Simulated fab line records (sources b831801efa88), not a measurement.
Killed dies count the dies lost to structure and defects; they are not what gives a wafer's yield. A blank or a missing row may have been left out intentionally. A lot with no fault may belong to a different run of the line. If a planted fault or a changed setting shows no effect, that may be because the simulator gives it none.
Which tool is to blame? || flow sky130 || 39 wafers from 13 lots sampled at 4 of the route's 708 steps

WHAT EACH GAUGE READ, for each wafer
SKY_CONTACT_THK_MEAS_26: measures by xrf.
{"lot": "L482", "measured": "day 31 22:14", "on": "film metro-02", "CONTACT_W_THK (nm)": "336 354 346"}
{"lot": "L484", "measured": "day 32 17:08", "on": "film metro-02", "CONTACT_W_THK (nm)": "348 346 349"}
{"lot": "L485", "measured": "day 33 00:04", "on": "film metro-01", "CONTACT_W_THK (nm)": "344 348 346"}
{"lot": "L486", "measured": "day 33 00:53", "on": "film metro-02", "CONTACT_W_THK (nm)": "349 357 352"}
{"lot": "L487", "measured": "day 33 04:46", "on": "film metro-01", "CONTACT_W_THK (nm)": "339 340 351"}
{"lot": "L491", "measured": "day 34 09:40", "on": "film metro-01", "CONTACT_W_THK (nm)": "339 347 358"}
{"lot": "L492", "measured": "day 34 21:24", "on": "film metro-03", "CONTACT_W_THK (nm)": "345 350 348"}
{"lot": "L493", "measured": "day 35 02:16", "on": "film metro-01", "CONTACT_W_THK (nm)": "337 354 356"}
{"lot": "L500", "measured": "day 37 18:05", "on": "film metro-02", "CONTACT_W_THK (nm)": "349 345 344"}
{"lot": "L501", "measured": "day 38 00:00", "on": "film metro-01", "CONTACT_W_THK (nm)": "344 350 343"}
{"lot": "L502", "measured": "day 38 01:04", "on": "film metro-01", "CONTACT_W_THK (nm)": "337 337 345"}
{"lot": "L503", "measured": "day 38 06:12", "on": "film metro-01", "CONTACT_W_THK (nm)": "347 344 338"}
{"lot": "L505", "measured": "day 38 20:47", "on": "film metro-02", "CONTACT_W_THK (nm)": "337 339 353"}

SKY_METAL1_RS_MEAS_05: measures by four-point-probe.
{"lot": "L482", "measured": "day 31 22:45", "on": "film metro-03", "METAL1_ALCU_RS (ohm/sq)": "0.1260 0.1290 0.1246"}
{"lot": "L484", "measured": "day 32 17:39", "on": "film metro-01", "METAL1_ALCU_RS (ohm/sq)": "0.1277 0.1271 0.1282"}
{"lot": "L485", "measured": "day 33 00:34", "on": "film metro-04", "METAL1_ALCU_RS (ohm/sq)": "0.1264 0.1279 0.1246"}
{"lot": "L486", "measured": "day 33 01:23", "on": "film metro-04", "METAL1_ALCU_RS (ohm/sq)": "0.1254 0.1263 0.1255"}
{"lot": "L487", "measured": "day 33 05:16", "on": "film metro-04", "METAL1_ALCU_RS (ohm/sq)": "0.1271 0.1258 0.1267"}
{"lot": "L491", "measured": "day 34 10:10", "on": "film metro-03", "METAL1_ALCU_RS (ohm/sq)": "0.1280 0.1278 0.1263"}
{"lot": "L492", "measured": "day 34 21:55", "on": "film metro-04", "METAL1_ALCU_RS (ohm/sq)": "0.1246 0.1270 0.1258"}
{"lot": "L493", "measured": "day 35 02:46", "on": "film metro-01", "METAL1_ALCU_RS (ohm/sq)": "0.1266 0.1247 0.1245"}
{"lot": "L500", "measured": "day 37 18:35", "on": "film metro-03", "METAL1_ALCU_RS (ohm/sq)": "0.1291 0.1264 0.1290"}
{"lot": "L501", "measured": "day 38 00:31", "on": "film metro-03", "METAL1_ALCU_RS (ohm/sq)": "0.1282 0.1290 0.1291"}
{"lot": "L502", "measured": "day 38 01:34", "on": "film metro-01", "METAL1_ALCU_RS (ohm/sq)": "0.1275 0.1270 0.1254"}
{"lot": "L503", "measured": "day 38 06:43", "on": "film metro-04", "METAL1_ALCU_RS (ohm/sq)": "0.1298 0.1290 0.1263"}
{"lot": "L505", "measured": "day 38 21:17", "on": "film metro-01", "METAL1_ALCU_RS (ohm/sq)": "0.1271 0.1259 0.1249"}

WHICH TOOL RAN EACH LOT (tool, then ch and the chambers of the sampled wafers, then the start)
{"lot": "L482", "SKY_CONTACT_ETCH_16": "rie diel-04 ch 0,2,3, day 31 21:13", "SKY_CONTACT_CMP_27": "cmp-02 ch 0,1,3, day 31 22:23"}
{"lot": "L484", "SKY_CONTACT_ETCH_16": "rie diel-01 ch 0,3, day 32 16:01", "SKY_CONTACT_CMP_27": "cmp-01 ch 0,3, day 32 17:10"}
{"lot": "L485", "SKY_CONTACT_ETCH_16": "rie diel-01 ch 1,2,3, day 32 22:59", "SKY_CONTACT_CMP_27": "cmp-02 ch 0,1, day 33 00:07"}
{"lot": "L486", "SKY_CONTACT_ETCH_16": "rie diel-01 ch 0,2, day 32 23:49", "SKY_CONTACT_CMP_27": "cmp-01 ch 1,2,3, day 33 00:56"}
{"lot": "L487", "SKY_CONTACT_ETCH_16": "rie diel-04 ch 1,2, day 33 03:44", "SKY_CONTACT_CMP_27": "cmp-02 ch 0,1,2, day 33 04:55"}
{"lot": "L491", "SKY_CONTACT_ETCH_16": "rie diel-01 ch 0,2,3, day 34 08:37", "SKY_CONTACT_CMP_27": "cmp-01 ch 0,1,2, day 34 09:46"}
{"lot": "L492", "SKY_CONTACT_ETCH_16": "rie diel-01 ch 0,2, day 34 20:22", "SKY_CONTACT_CMP_27": "cmp-01 ch 1,2,3, day 34 21:27"}
{"lot": "L493", "SKY_CONTACT_ETCH_16": "rie diel-04 ch 0,3, day 35 01:10", "SKY_CONTACT_CMP_27": "cmp-02 ch 0,1,3, day 35 02:20"}
{"lot": "L500", "SKY_CONTACT_ETCH_16": "rie diel-02 ch 0,3, day 37 16:58", "SKY_CONTACT_CMP_27": "cmp-02 ch 1,2,3, day 37 18:09"}
{"lot": "L501", "SKY_CONTACT_ETCH_16": "rie diel-01 ch 2,3, day 37 22:52", "SKY_CONTACT_CMP_27": "cmp-01 ch 0,1, day 38 00:06"}
{"lot": "L502", "SKY_CONTACT_ETCH_16": "rie diel-04 ch 1,2,3, day 38 00:01", "SKY_CONTACT_CMP_27": "cmp-02 ch 0,1,2, day 38 01:14"}
{"lot": "L503", "SKY_CONTACT_ETCH_16": "rie diel-01 ch 2,3, day 38 05:10", "SKY_CONTACT_CMP_27": "cmp-02 ch 0,1, day 38 06:14"}
{"lot": "L505", "SKY_CONTACT_ETCH_16": "rie diel-02 ch 0,2,3, day 38 19:46", "SKY_CONTACT_CMP_27": "cmp-02 ch 0,1, day 38 20:53"}
- SKY_CONTACT_ETCH_16: etches BARC in N2/H2, stops on SiO2, time 45.9 s, target depth 60 nm.
- SKY_CONTACT_CMP_27: polishes, stops on SiO2, t overpolish 15 s, target thk 0 nm.

AS READ BY THE TOOLS THEMSELVES (means over the sampled wafers that have a number; for cases with no such wafer, the mark the record gives instead)
SKY_CONTACT_ETCH_16.
{"lot": "L482", "tool": "rie diel-04", "drypump motor current A (A)": 6.1, "oes product au (a.u.)": 0.851, "throttle valve pct (%)": 13.229}
{"lot": "L484", "tool": "rie diel-01", "drypump motor current A (A)": 5.7, "oes product au (a.u.)": 0.860, "throttle valve pct (%)": 13.232}
{"lot": "L485", "tool": "rie diel-01", "drypump motor current A (A)": 5.2, "oes product au (a.u.)": 0.857, "throttle valve pct (%)": 13.219}
{"lot": "L486", "tool": "rie diel-01", "drypump motor current A (A)": 5.3, "oes product au (a.u.)": 0.859, "throttle valve pct (%)": 13.220}
{"lot": "L487", "tool": "rie diel-04", "drypump motor current A (A)": 5.7, "oes product au (a.u.)": 0.849, "throttle valve pct (%)": 13.226}
{"lot": "L491", "tool": "rie diel-01", "drypump motor current A (A)": 5.3, "oes product au (a.u.)": 0.853, "throttle valve pct (%)": 13.225}
{"lot": "L492", "tool": "rie diel-01", "drypump motor current A (A)": 5.3, "oes product au (a.u.)": 0.857, "throttle valve pct (%)": 13.225}
{"lot": "L493", "tool": "rie diel-04", "drypump motor current A (A)": 6.2, "oes product au (a.u.)": 0.852, "throttle valve pct (%)": 13.226}
{"lot": "L500", "tool": "rie diel-02", "drypump motor current A (A)": 6.2, "oes product au (a.u.)": 0.859, "throttle valve pct (%)": 13.228}
{"lot": "L501", "tool": "rie diel-01", "drypump motor current A (A)": 5.0, "oes product au (a.u.)": 0.854, "throttle valve pct (%)": 13.225}
{"lot": "L502", "tool": "rie diel-04", "drypump motor current A (A)": 5.8, "oes product au (a.u.)": 0.855, "throttle valve pct (%)": 13.228}
{"lot": "L503", "tool": "rie diel-01", "drypump motor current A (A)": 5.0, "oes product au (a.u.)": 0.854, "throttle valve pct (%)": 13.236}
{"lot": "L505", "tool": "rie diel-02", "drypump motor current A (A)": 5.9, "oes product au (a.u.)": 0.852, "throttle valve pct (%)": 13.229}

SKY_CONTACT_CMP_27.
{"lot": "L482", "tool": "cmp-02", "motor current A (A)": 9.8, "overpolish run s (s)": 14.993, "time to endpoint s (s)": 85}
{"lot": "L484", "tool": "cmp-01", "motor current A (A)": 12.5, "overpolish run s (s)": 15.008, "time to endpoint s (s)": 81}
{"lot": "L485", "tool": "cmp-02", "motor current A (A)": 10.0, "overpolish run s (s)": 15.000, "time to endpoint s (s)": 84}
{"lot": "L486", "tool": "cmp-01", "motor current A (A)": 11.0, "overpolish run s (s)": 14.993, "time to endpoint s (s)": 85}
{"lot": "L487", "tool": "cmp-02", "motor current A (A)": 10.4, "overpolish run s (s)": 14.996, "time to endpoint s (s)": 81}
{"lot": "L491", "tool": "cmp-01", "motor current A (A)": 11.6, "overpolish run s (s)": 12.814, "time to endpoint s (s)": 82}
{"lot": "L492", "tool": "cmp-01", "motor current A (A)": 11.0, "overpolish run s (s)": 12.836, "time to endpoint s (s)": 77}
{"lot": "L493", "tool": "cmp-02", "motor current A (A)": 9.6, "overpolish run s (s)": 15.003, "time to endpoint s (s)": 82}
{"lot": "L500", "tool": "cmp-02", "motor current A (A)": 10.3, "overpolish run s (s)": 15.000, "time to endpoint s (s)": 85}
{"lot": "L501", "tool": "cmp-01", "motor current A (A)": 11.4, "overpolish run s (s)": 15.000, "time to endpoint s (s)": 79}
{"lot": "L502", "tool": "cmp-02", "motor current A (A)": 10.3, "overpolish run s (s)": 15.005, "time to endpoint s (s)": 83}
{"lot": "L503", "tool": "cmp-02", "motor current A (A)": 10.0, "overpolish run s (s)": 14.988, "time to endpoint s (s)": 84}
{"lot": "L505", "tool": "cmp-02", "motor current A (A)": 10.1, "overpolish run s (s)": 14.997, "time to endpoint s (s)": 83}

THE ANSWER, worked out from the rows above alone
Rule: usual is defined by the lots themselves. Put in order of their means at a reading, lots are off if they are a third of the lots or fewer, leave a main group of 4 or more, and stand apart from it by a gap of 3 or more times the standard deviation of the main group's means; of several such gaps the widest counts. A main group whose means are all the same, to the digits that the tables above print for the reading, isn't used. A lot without any number at a reading at which 4 lots or more have one is off too. The other lots that the step has rows for count as sound. After the gauges, taken in route order, come the tools' own readings; for these a lot's mean is taken, as printed above. At the first step where some lot is off, the reading lying furthest off is the one used; lots without a number count as furthest.
Off at SKY_CONTACT_CMP_27 (overpolish run s): L491, L492. Main group: mean 14.998 s, sd 0.0055.
If a tool, at that step or one of the process steps before it, ran each lot that is off and ran no sound lot following the first of them, it fits. None of those tried fits.

WHAT WAS PUT IN BY THE SIMULATOR
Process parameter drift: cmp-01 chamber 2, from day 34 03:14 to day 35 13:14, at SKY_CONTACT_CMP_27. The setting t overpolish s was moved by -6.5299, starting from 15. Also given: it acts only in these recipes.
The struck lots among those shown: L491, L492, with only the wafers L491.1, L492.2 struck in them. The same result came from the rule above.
